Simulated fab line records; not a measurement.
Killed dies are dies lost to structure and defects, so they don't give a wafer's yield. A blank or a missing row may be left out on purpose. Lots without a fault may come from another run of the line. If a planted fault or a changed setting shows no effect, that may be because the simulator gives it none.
Chamber matching	flow sky130	SKY_CAP2M_CVD_00 on pecvd-01 has 3 sister chambers
The step deposits SiO2, target thk 15.5 nm. 3 wafers are shown with their chamber, then 9 later ones without.

## WAFERS, EACH WITH ITS CHAMBER
wafer	chamber	heater-power-w (W)
L083.5	1	718
L090.2	0	657
L090.6	2	743

## WAFERS WITH NO CHAMBER GIVEN
wafer	heater-power-w (W)
L092.2	772
L092.3	760
L092.4	628
L096.1	667
L096.3	687
L096.5	671
L097.2	595
L097.3	675
L097.5	760

## CHAMBER TAKEN BY EACH
wafer	from the rows above	in truth
L092.2	can't be placed: 2 or 1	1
L092.3	can't be placed: 2 or 1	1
L092.4	0	0
L096.1	can't be placed: 0 or 1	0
L096.3	can't be placed: 0 or 1 or 2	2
L096.5	can't be placed: 0 or 1 or 2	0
L097.2	0	0
L097.3	can't be placed: 0 or 1 or 2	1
L097.5	can't be placed: 2 or 1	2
Correct placement for 2 of the 9. Cannot be placed on the basis of these rows: 7; the candidates contain the true chamber in 7. Placed wrongly: 0.
How it was worked out, from the rows above alone: a wafer's distance from a chamber is the root of the sum, over the readings, of the square of ((its reading less the chamber's mean) divided by the reading's scatter). If the next closest chamber is less than 2 further off than the closest, the wafer can't be placed; otherwise it belongs to the closest. A chamber's mean is the mean of its shown wafers. The scatter: root of mean squared gap, hidden wafer to nearest shown wafer, with one shown wafer a chamber.
